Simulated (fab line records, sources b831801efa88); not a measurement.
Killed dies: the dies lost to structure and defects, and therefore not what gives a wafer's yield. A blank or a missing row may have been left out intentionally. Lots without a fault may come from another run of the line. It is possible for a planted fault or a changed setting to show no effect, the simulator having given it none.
Which tool is to blame? || flow sky130 || 33 wafers from 11 lots sampled at 5 of the route's 708 steps

WHAT THE GAUGES SHOWED, per wafer
SKY_NWELL_OVL_MEAS_10.
{"lot": "L833", "measured": "day 4 13:50", "on": "overlay-01", "NWELL_00_OVL (nm)": "1.2 1.4 0.4"}
{"lot": "L835", "measured": "day 5 04:35", "on": "overlay-02", "NWELL_00_OVL (nm)": "1.8 0.0 0.7"}
{"lot": "L836", "measured": "day 5 08:59", "on": "overlay-01", "NWELL_00_OVL (nm)": "-1.5 -0.2 -0.9"}
{"lot": "L837", "measured": "day 5 13:44", "on": "overlay-02", "NWELL_00_OVL (nm)": "-0.3 0.2 0.1"}
{"lot": "L838", "measured": "day 5 19:26", "on": "overlay-02", "NWELL_00_OVL (nm)": "-0.8 -0.2 -0.5"}
{"lot": "L847", "measured": "day 8 00:38", "on": "overlay-01", "NWELL_00_OVL (nm)": "2.2 0.4 1.1"}
{"lot": "L848", "measured": "day 8 06:53", "on": "overlay-02", "NWELL_00_OVL (nm)": "-1.3 -0.7 -0.2"}
{"lot": "L851", "measured": "day 8 21:03", "on": "overlay-02", "NWELL_00_OVL (nm)": "-1.8 0.4 1.1"}
{"lot": "L852", "measured": "day 9 02:47", "on": "overlay-02", "NWELL_00_OVL (nm)": "1.6 2.3 0.5"}
{"lot": "L855", "measured": "day 10 02:53", "on": "overlay-01", "NWELL_00_OVL (nm)": "0.3 -0.1 -0.2"}
{"lot": "L856", "measured": "day 10 05:38", "on": "overlay-02", "NWELL_00_OVL (nm)": "-0.1 -0.5 -0.8"}

SKY_SONOS_ONO_THK_MEAS_01.
{"lot": "L833", "measured": "day 11 12:59", "on": "filmMetro-04", "SONOS_ONO_OXIDATION_THK (nm)": "2.59 2.62 2.60"}
{"lot": "L835", "measured": "day 12 05:26", "on": "filmMetro-03", "SONOS_ONO_OXIDATION_THK (nm)": "2.60 2.68 2.66"}
{"lot": "L836", "measured": "day 12 13:28", "on": "filmMetro-04", "SONOS_ONO_OXIDATION_THK (nm)": "3.78 3.84 3.73"}
{"lot": "L837", "measured": "day 12 19:00", "on": "filmMetro-02", "SONOS_ONO_OXIDATION_THK (nm)": "2.64 2.68 2.65"}
{"lot": "L838", "measured": "day 13 02:47", "on": "filmMetro-04", "SONOS_ONO_OXIDATION_THK (nm)": "3.78 3.80 3.80"}
{"lot": "L847", "measured": "day 16 01:44", "on": "filmMetro-04", "SONOS_ONO_OXIDATION_THK (nm)": "2.61 2.63 2.51"}
{"lot": "L848", "measured": "day 16 08:40", "on": "filmMetro-04", "SONOS_ONO_OXIDATION_THK (nm)": "2.62 2.63 2.57"}
{"lot": "L851", "measured": "day 17 04:28", "on": "filmMetro-02", "SONOS_ONO_OXIDATION_THK (nm)": "2.55 2.59 2.61"}
{"lot": "L852", "measured": "day 17 14:35", "on": "filmMetro-02", "SONOS_ONO_OXIDATION_THK (nm)": "2.60 2.65 2.58"}
{"lot": "L855", "measured": "day 19 01:10", "on": "filmMetro-03", "SONOS_ONO_OXIDATION_THK (nm)": "2.61 2.64 2.56"}
{"lot": "L856", "measured": "day 19 04:00", "on": "filmMetro-04", "SONOS_ONO_OXIDATION_THK (nm)": "2.66 2.61 2.67"}

TOOL THAT RAN EACH LOT (tool first, then ch and the chambers of the sampled wafers, then the start)
{"lot": "L833", "SKY_FIELD_ISO_ETCH_17": "rieSi-02 ch 0,3, day 2 04:36", "SKY_VT_ADJUST_HVTP_STRIP_10": "plasmaAsher-04 ch 0,1, day 6 03:57", "SKY_SONOS_ONO_OXIDATION_00": "furnace-02 ch 0, day 11 11:38"}
{"lot": "L835", "SKY_FIELD_ISO_ETCH_17": "rieSi-01 ch 0,1,3, day 2 16:06", "SKY_VT_ADJUST_HVTP_STRIP_10": "plasmaAsher-04 ch 0,1, day 6 19:56", "SKY_SONOS_ONO_OXIDATION_00": "furnace-01 ch 0, day 12 04:05"}
{"lot": "L836", "SKY_FIELD_ISO_ETCH_17": "rieSi-01 ch 0,1,2, day 2 20:03", "SKY_VT_ADJUST_HVTP_STRIP_10": "plasmaAsher-03 ch 0,1, day 7 00:15", "SKY_SONOS_ONO_OXIDATION_00": "furnace-01 ch 0, day 12 12:06"}
{"lot": "L837", "SKY_FIELD_ISO_ETCH_17": "rieSi-01 ch 0,1,2, day 3 02:49", "SKY_VT_ADJUST_HVTP_STRIP_10": "plasmaAsher-02 ch 0,1, day 7 04:44", "SKY_SONOS_ONO_OXIDATION_00": "furnace-02 ch 0, day 12 17:38"}
{"lot": "L838", "SKY_FIELD_ISO_ETCH_17": "rieSi-01 ch 0,2, day 3 08:37", "SKY_VT_ADJUST_HVTP_STRIP_10": "plasmaAsher-04 ch 0,1, day 7 11:45", "SKY_SONOS_ONO_OXIDATION_00": "furnace-01 ch 0, day 13 01:26"}
{"lot": "L847", "SKY_FIELD_ISO_ETCH_17": "rieSi-01 ch 2,3, day 5 08:28", "SKY_VT_ADJUST_HVTP_STRIP_10": "plasmaAsher-03 ch 0,1, day 9 18:27", "SKY_SONOS_ONO_OXIDATION_00": "furnace-02 ch 0, day 16 00:23"}
{"lot": "L848", "SKY_FIELD_ISO_ETCH_17": "rieSi-02 ch 1,3, day 5 10:46", "SKY_VT_ADJUST_HVTP_STRIP_10": "plasmaAsher-04 ch 0, day 10 02:38", "SKY_SONOS_ONO_OXIDATION_00": "furnace-01 ch 0, day 16 07:20"}
{"lot": "L851", "SKY_FIELD_ISO_ETCH_17": "rieSi-02 ch 0,2,3, day 6 02:43", "SKY_VT_ADJUST_HVTP_STRIP_10": "plasmaAsher-04 ch 0,1, day 10 15:53", "SKY_SONOS_ONO_OXIDATION_00": "furnace-01 ch 0, day 17 03:05"}
{"lot": "L852", "SKY_FIELD_ISO_ETCH_17": "rieSi-01 ch 2,3, day 6 07:39", "SKY_VT_ADJUST_HVTP_STRIP_10": "plasmaAsher-02 ch 0,1, day 10 23:38", "SKY_SONOS_ONO_OXIDATION_00": "furnace-01 ch 0, day 17 13:14"}
{"lot": "L855", "SKY_FIELD_ISO_ETCH_17": "rieSi-01 ch 0,2,3, day 7 00:37", "SKY_VT_ADJUST_HVTP_STRIP_10": "plasmaAsher-03 ch 0,1, day 12 00:36", "SKY_SONOS_ONO_OXIDATION_00": "furnace-01 ch 0, day 18 23:48"}
{"lot": "L856", "SKY_FIELD_ISO_ETCH_17": "rieSi-02 ch 1,2,3, day 7 05:25", "SKY_VT_ADJUST_HVTP_STRIP_10": "plasmaAsher-03 ch 0,1, day 12 04:02", "SKY_SONOS_ONO_OXIDATION_00": "furnace-01 ch 0, day 19 02:39"}
- SKY_FIELD_ISO_ETCH_17: etches Si in HBr/Cl2/O2, target depth 342 nm, time 97.7 s.
- SKY_VT_ADJUST_HVTP_STRIP_10: strips in O2/N2.
- SKY_SONOS_ONO_OXIDATION_00: stabilise 600 s, purge 300 s, target thk 2.6 nm.

AS READ BY THE TOOLS THEMSELVES (means over the sampled wafers that have a number; for cases with no such wafer, the mark the record gives instead)
SKY_FIELD_ISO_ETCH_17.
{"lot": "L833", "tool": "rieSi-02", "drypumpMotorCurrentA (A)": 6.2, "oesProductAu (a.u.)": 0.986, "throttleValvePct (%)": 25.665}
{"lot": "L835", "tool": "rieSi-01", "drypumpMotorCurrentA (A)": 5.8, "oesProductAu (a.u.)": 1.008, "throttleValvePct (%)": 25.650}
{"lot": "L836", "tool": "rieSi-01", "drypumpMotorCurrentA (A)": 5.9, "oesProductAu (a.u.)": 1.002, "throttleValvePct (%)": 25.658}
{"lot": "L837", "tool": "rieSi-01", "drypumpMotorCurrentA (A)": 5.9, "oesProductAu (a.u.)": 0.997, "throttleValvePct (%)": 25.660}
{"lot": "L838", "tool": "rieSi-01", "drypumpMotorCurrentA (A)": 6.5, "oesProductAu (a.u.)": 1.012, "throttleValvePct (%)": 25.651}
{"lot": "L847", "tool": "rieSi-01", "drypumpMotorCurrentA (A)": 6.2, "oesProductAu (a.u.)": 1.006, "throttleValvePct (%)": 25.646}
{"lot": "L848", "tool": "rieSi-02", "drypumpMotorCurrentA (A)": 5.3, "oesProductAu (a.u.)": 0.982, "throttleValvePct (%)": 25.676}
{"lot": "L851", "tool": "rieSi-02", "drypumpMotorCurrentA (A)": 6.0, "oesProductAu (a.u.)": 0.992, "throttleValvePct (%)": 25.664}
{"lot": "L852", "tool": "rieSi-01", "drypumpMotorCurrentA (A)": 6.2, "oesProductAu (a.u.)": 1.006, "throttleValvePct (%)": 25.657}
{"lot": "L855", "tool": "rieSi-01", "drypumpMotorCurrentA (A)": 6.3, "oesProductAu (a.u.)": 1.010, "throttleValvePct (%)": 25.651}
{"lot": "L856", "tool": "rieSi-02", "drypumpMotorCurrentA (A)": 5.6, "oesProductAu (a.u.)": 0.988, "throttleValvePct (%)": 25.662}

SKY_VT_ADJUST_HVTP_STRIP_10.
{"lot": "L833", "tool": "plasmaAsher-04", "drypumpMotorCurrentA (A)": 6.4, "oesProductAu (a.u.)": 0.714, "stripTimeToEndpointS (s)": 14.21}
{"lot": "L835", "tool": "plasmaAsher-04", "drypumpMotorCurrentA (A)": 6.5, "oesProductAu (a.u.)": 0.716, "stripTimeToEndpointS (s)": 14.16}
{"lot": "L836", "tool": "plasmaAsher-03", "drypumpMotorCurrentA (A)": 5.9, "oesProductAu (a.u.)": 0.713, "stripTimeToEndpointS (s)": 14.17}
{"lot": "L837", "tool": "plasmaAsher-02", "drypumpMotorCurrentA (A)": 5.7, "oesProductAu (a.u.)": 0.713, "stripTimeToEndpointS (s)": 14.13}
{"lot": "L838", "tool": "plasmaAsher-04", "drypumpMotorCurrentA (A)": 6.5, "oesProductAu (a.u.)": 0.716, "stripTimeToEndpointS (s)": 14.13}
{"lot": "L847", "tool": "plasmaAsher-03", "drypumpMotorCurrentA (A)": 5.9, "oesProductAu (a.u.)": 0.717, "stripTimeToEndpointS (s)": 14.13}
{"lot": "L848", "tool": "plasmaAsher-04", "drypumpMotorCurrentA (A)": 6.2, "oesProductAu (a.u.)": 0.712, "stripTimeToEndpointS (s)": 14.16}
{"lot": "L851", "tool": "plasmaAsher-04", "drypumpMotorCurrentA (A)": 6.4, "oesProductAu (a.u.)": 0.713, "stripTimeToEndpointS (s)": 14.13}
{"lot": "L852", "tool": "plasmaAsher-02", "drypumpMotorCurrentA (A)": 5.7, "oesProductAu (a.u.)": 0.719, "stripTimeToEndpointS (s)": 14.13}
{"lot": "L855", "tool": "plasmaAsher-03", "drypumpMotorCurrentA (A)": 5.6, "oesProductAu (a.u.)": 0.712, "stripTimeToEndpointS (s)": 14.15}
{"lot": "L856", "tool": "plasmaAsher-03", "drypumpMotorCurrentA (A)": 5.6, "oesProductAu (a.u.)": 0.721, "stripTimeToEndpointS (s)": 14.21}

SKY_SONOS_ONO_OXIDATION_00.
{"lot": "L833", "tool": "furnace-02", "rampDownCPerMin": 2.9999, "spikeTcBottomC (C)": 819.3, "spikeTcCentreC (C)": 802.8, "spikeTcLowerC (C)": 799.5, "spikeTcTopC (C)": 810.2, "spikeTcUpperC (C)": 800.6, "tubeCenterTempC (C)": 799.99, "tube_center_temp_C_max": 802.2, "zonePowerTopPct (%)": 25.91}
{"lot": "L835", "tool": "furnace-01", "rampDownCPerMin": 2.9999, "spikeTcBottomC (C)": 822.2, "spikeTcCentreC (C)": 800.3, "spikeTcLowerC (C)": 802.0, "spikeTcTopC (C)": 811.9, "spikeTcUpperC (C)": 801.2, "tubeCenterTempC (C)": 800.00, "tube_center_temp_C_max": 802.0, "zonePowerTopPct (%)": 26.19}
{"lot": "L836", "tool": "furnace-01", "rampDownCPerMin": 2.9998, "spikeTcBottomC (C)": 848.3, "spikeTcCentreC (C)": 827.2, "spikeTcLowerC (C)": 828.2, "spikeTcTopC (C)": 837.1, "spikeTcUpperC (C)": 827.7, "tubeCenterTempC (C)": 826.84, "tube_center_temp_C_max": 828.6, "zonePowerTopPct (%)": 27.77}
{"lot": "L837", "tool": "furnace-02", "rampDownCPerMin": 2.9998, "spikeTcBottomC (C)": 819.8, "spikeTcCentreC (C)": 801.8, "spikeTcLowerC (C)": 801.1, "spikeTcTopC (C)": 810.9, "spikeTcUpperC (C)": 800.4, "tubeCenterTempC (C)": 799.99, "tube_center_temp_C_max": 802.0, "zonePowerTopPct (%)": 26.04}
{"lot": "L838", "tool": "furnace-01", "rampDownCPerMin": 3.0002, "spikeTcBottomC (C)": 846.2, "spikeTcCentreC (C)": 828.3, "spikeTcLowerC (C)": 828.1, "spikeTcTopC (C)": 837.9, "spikeTcUpperC (C)": 826.7, "tubeCenterTempC (C)": 826.80, "tube_center_temp_C_max": 828.8, "zonePowerTopPct (%)": 27.99}
{"lot": "L847", "tool": "furnace-02", "rampDownCPerMin": 3.0001, "spikeTcBottomC (C)": 819.2, "spikeTcCentreC (C)": 801.1, "spikeTcLowerC (C)": 800.2, "spikeTcTopC (C)": 810.7, "spikeTcUpperC (C)": 801.6, "tubeCenterTempC (C)": 800.04, "tube_center_temp_C_max": 802.5, "zonePowerTopPct (%)": 26.29}
{"lot": "L848", "tool": "furnace-01", "rampDownCPerMin": 3.0000, "spikeTcBottomC (C)": 821.4, "spikeTcCentreC (C)": 799.8, "spikeTcLowerC (C)": 800.5, "spikeTcTopC (C)": 811.1, "spikeTcUpperC (C)": 800.6, "tubeCenterTempC (C)": 800.05, "tube_center_temp_C_max": 802.3, "zonePowerTopPct (%)": 26.27}
{"lot": "L851", "tool": "furnace-01", "rampDownCPerMin": 2.9999, "spikeTcBottomC (C)": 821.5, "spikeTcCentreC (C)": 801.0, "spikeTcLowerC (C)": 801.9, "spikeTcTopC (C)": 811.1, "spikeTcUpperC (C)": 800.5, "tubeCenterTempC (C)": 800.02, "tube_center_temp_C_max": 801.9, "zonePowerTopPct (%)": 26.34}
{"lot": "L852", "tool": "furnace-01", "rampDownCPerMin": 2.9993, "spikeTcBottomC (C)": 820.2, "spikeTcCentreC (C)": 800.9, "spikeTcLowerC (C)": 800.3, "spikeTcTopC (C)": 810.9, "spikeTcUpperC (C)": 801.0, "tubeCenterTempC (C)": 800.02, "tube_center_temp_C_max": 802.3, "zonePowerTopPct (%)": 26.17}
{"lot": "L855", "tool": "furnace-01", "rampDownCPerMin": 3.0001, "spikeTcBottomC (C)": 820.0, "spikeTcCentreC (C)": 800.9, "spikeTcLowerC (C)": 800.0, "spikeTcTopC (C)": 811.7, "spikeTcUpperC (C)": 800.2, "tubeCenterTempC (C)": 800.04, "tube_center_temp_C_max": 802.7, "zonePowerTopPct (%)": 26.62}
{"lot": "L856", "tool": "furnace-01", "rampDownCPerMin": 3.0003, "spikeTcBottomC (C)": 820.7, "spikeTcCentreC (C)": 800.5, "spikeTcLowerC (C)": 800.9, "spikeTcTopC (C)": 810.6, "spikeTcUpperC (C)": 800.7, "tubeCenterTempC (C)": 800.02, "tube_center_temp_C_max": 802.1, "zonePowerTopPct (%)": 26.38}

THE ANSWER, worked out from the rows above alone
Rule: the lots themselves supply what counts as usual. Put in order of their means at a reading, lots are off if they are a third of the lots or fewer, leave a main group of 4 or more, and stand apart from it by a gap of 3 or more times the standard deviation of the main group's means; of several such gaps the widest counts. A main group whose means are all the same, to the digits that the tables above print for the reading, isn't used. Also off: a lot with no number at a reading for which 4 or more lots have one. Any other lot the step has rows for is counted as sound. After the gauges, taken in route order, come the tools' own readings; for these a lot's mean is taken, as printed above. The first step at which some lot is off is used, and at that step the reading that is off furthest; a lot without a number counts as furthest.
Off: at SKY_SONOS_ONO_THK_MEAS_01 (SONOS_ONO_OXIDATION_THK), L836, L838. The main group has a mean of 2.62 nm with a standard deviation of 0.026.
If a tool, at a process step before that reading, ran all the lots that are off and no sound lot after the first of them, it fits. Not tried: the gauges at SKY_SONOS_ONO_THK_MEAS_01; whatever is off there is also off at SKY_SONOS_ONO_OXIDATION_00, on other tools, and gauge error can't account for it. Not one of the candidates tried fits.

WHAT THE SIMULATOR HAD INSERTED
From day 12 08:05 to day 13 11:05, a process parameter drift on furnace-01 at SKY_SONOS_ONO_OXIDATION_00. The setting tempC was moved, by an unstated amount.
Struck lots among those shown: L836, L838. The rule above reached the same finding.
